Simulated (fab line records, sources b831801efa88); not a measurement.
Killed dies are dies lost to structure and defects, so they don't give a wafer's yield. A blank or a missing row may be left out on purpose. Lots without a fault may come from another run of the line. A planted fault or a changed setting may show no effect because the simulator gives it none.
Which tool did it? | flow gf180mcu | 14 lots, 42 wafers sampled, at 4 steps of a route of 602

WHAT THE GAUGES READ, wafer by wafer
GF_PSD_OVL_MEAS_08. Usual: PSD_OVL -1.0 nm, standard deviation 1.4.
lot  | measured     | on         | PSD_OVL (nm)   | flag
L786 | day 14 06:29 | overlay-02 | -2.1 -2.6 -1.1 |
L787 | day 14 18:32 | overlay-02 | -1.0 -1.3 -1.6 |
L788 | day 14 20:47 | overlay-01 | -0.2 -0.3 0.1  |
L789 | day 14 23:43 | overlay-02 | -1.6 -2.4 -2.7 |
L791 | day 15 21:10 | overlay-02 | 1.7 1.1 2.0    |
L792 | day 16 02:12 | overlay-01 | -2.4 -2.1 -2.4 |
L793 | day 16 19:56 | overlay-01 | -4.0 -4.4 -3.9 |
L794 | day 17 01:00 | overlay-01 | -0.1 -1.1 -0.4 |
L797 | day 18 01:50 | overlay-01 | -1.3 -0.9 0.7  |
L800 | day 19 02:06 | overlay-01 | 0.0 0.7 1.2    |
L803 | day 20 01:41 | overlay-02 | -2.9 -1.3 -1.9 |
L804 | day 20 11:23 | overlay-01 | -1.5 -2.0 -3.4 |
L808 | day 22 03:00 | overlay-01 | -1.5 -2.8 -0.3 |
L809 | day 22 06:48 | overlay-01 | -1.3 -0.3 -0.9 |

GF_CONTACT_THK_MEAS_03. Usual: CONTACT_CVD_02_THK 858 nm, standard deviation 12.
lot  | measured     | on            | CONTACT_CVD_02_THK (nm) | flag
L786 | day 15 02:02 | film_metro-01 | 836 851 856             |
L787 | day 15 17:56 | film_metro-03 | 869 872 876             |
L788 | day 15 20:40 | film_metro-01 | 870 877 870             |
L789 | day 15 23:54 | film_metro-04 | 842 832 850             |
L791 | day 16 21:35 | film_metro-04 | 863 863 880             |
L792 | day 17 02:24 | film_metro-04 | 855 878 866             |
L793 | day 17 21:29 | film_metro-03 | 851 854 856             |
L794 | day 18 02:31 | film_metro-04 | 845 851 843             |
L797 | day 19 03:25 | film_metro-01 | 850 851 864             |
L800 | day 20 04:20 | film_metro-03 | 829 852 833             |
L808 | day 23 04:04 | film_metro-03 | 847 854 852             |
L809 | day 23 07:53 | film_metro-04 | 841 852 865             |

WHICH TOOL RAN EACH LOT (tool, then ch and the chambers of the sampled wafers, then the start)
lot  | GF_SAB_WET_ETCH_12              | GF_SALICIDE_RTA_06
L786 | wet_bench-02 ch 0, day 15 01:01 | rtp_anneal-02 ch 0, day 15 01:34
L787 | wet_bench-01 ch 2, day 15 16:52 | rtp_anneal-01 ch 0, day 15 17:27
L788 | wet_bench-02 ch 1, day 15 19:34 | rtp_anneal-01 ch 0, day 15 20:10
L789 | wet_bench-02 ch 0, day 15 22:52 | rtp_anneal-01 ch 0, day 15 23:26
L791 | wet_bench-04 ch 2, day 16 20:34 | rtp_anneal-01 ch 0, day 16 21:08
L792 | wet_bench-04 ch 2, day 17 01:19 | rtp_anneal-01 ch 0, day 17 01:54
L793 | wet_bench-02 ch 2, day 17 20:28 | rtp_anneal-01 ch 0, day 17 21:01
L794 | wet_bench-01 ch 0, day 18 01:30 | rtp_anneal-02 ch 0, day 18 02:03
L797 | wet_bench-02 ch 3, day 19 02:22 | rtp_anneal-02 ch 0, day 19 02:58
L800 | wet_bench-04 ch 3, day 20 03:18 | rtp_anneal-02 ch 0, day 20 03:52
L803 | wet_bench-01 ch 1, day 21 03:03 | -
L804 | wet_bench-02 ch 1, day 21 11:31 | -
L808 | wet_bench-01 ch 3, day 23 03:03 | rtp_anneal-02 ch 0, day 23 03:37
L809 | wet_bench-04 ch 1, day 23 06:52 | rtp_anneal-02 ch 0, day 23 07:25
- GF_SAB_WET_ETCH_12: etches SiO2 in dHF, target depth 22 nm, time 440 s.
- GF_SALICIDE_RTA_06: time 30 s.

WHAT THE TOOLS THEMSELVES READ (means of the sampled wafers that have a number; where no wafer has one, the mark that the record gives instead)
GF_SAB_WET_ETCH_12. Usual: bath_heat_duty_pct 6.0 %, standard deviation 0.99; run_length_s 469 s, standard deviation 3.8.
lot  | tool         | bath_heat_duty_pct (%) | run_length_s (s) | flag
L786 | wet_bench-02 | 4.9                    | 466              |
L787 | wet_bench-01 | 6.5                    | 464              |
L788 | wet_bench-02 | 7.0                    | 472              |
L789 | wet_bench-02 | 5.2                    | 474              |
L791 | wet_bench-04 | 5.2                    | 474              |
L792 | wet_bench-04 | 5.4                    | 474              |
L793 | wet_bench-02 | 6.3                    | 467              |
L794 | wet_bench-01 | 5.9                    | 465              |
L797 | wet_bench-02 | 5.7                    | 471              |
L800 | wet_bench-04 | 5.6                    | 473              |
L803 | wet_bench-01 | -                      | -                | OFF
L804 | wet_bench-02 | -                      | -                | OFF
L808 | wet_bench-01 | 7.7                    | 466              |
L809 | wet_bench-04 | 6.2                    | 467              |

GF_SALICIDE_RTA_06. Usual: chamber_o2_ppm 1.999, standard deviation 0.022; lamp_power_pct 6.6 %, standard deviation 0.42; wafer_temp_C_max 533.2, standard deviation 0.62.
lot  | tool          | chamber_o2_ppm | lamp_power_pct (%) | wafer_temp_C_max | flag
L786 | rtp_anneal-02 | 1.993          | 7.1                | 533.6            |
L787 | rtp_anneal-01 | 1.988          | 6.3                | 533.4            |
L788 | rtp_anneal-01 | 2.017          | 6.3                | 532.2            |
L789 | rtp_anneal-01 | 1.997          | 6.3                | 532.7            |
L791 | rtp_anneal-01 | 1.985          | 6.3                | 532.8            |
L792 | rtp_anneal-01 | 1.988          | 6.3                | 533.1            |
L793 | rtp_anneal-01 | 2.006          | 6.3                | 533.9            |
L794 | rtp_anneal-02 | 1.951          | 7.1                | 533.3            |
L797 | rtp_anneal-02 | 1.992          | 7.1                | 533.3            |
L800 | rtp_anneal-02 | 1.980          | 7.1                | 533.4            |
L808 | rtp_anneal-02 | 2.021          | 7.1                | 533.2            |
L809 | rtp_anneal-02 | 1.979          | 7.1                | 533.0            |

THE ANSWER, worked out from the rows above alone
Rule: a lot is off if the mean of its wafers that have a number lies more than 3 standard deviations from the usual mean. A lot without any number at a reading at which 4 lots or more have one is off too. The other lots that the step has rows for count as sound. The gauges are gone through in route order, then the tools' own readings, and for those a lot's mean is taken as printed above. The first step at which some lot is off is used, and at that step the reading that is off furthest; a lot without a number counts as furthest.
Off: L803, L804, at GF_SAB_WET_ETCH_12 (bath_heat_duty_pct). Without a number there: L803, L804.
A tool fits if, at that step or a process step before it, it ran every lot that is off, and no sound lot after the first of them. None of those tried fits.

WHAT THE SIMULATOR HAD PUT IN
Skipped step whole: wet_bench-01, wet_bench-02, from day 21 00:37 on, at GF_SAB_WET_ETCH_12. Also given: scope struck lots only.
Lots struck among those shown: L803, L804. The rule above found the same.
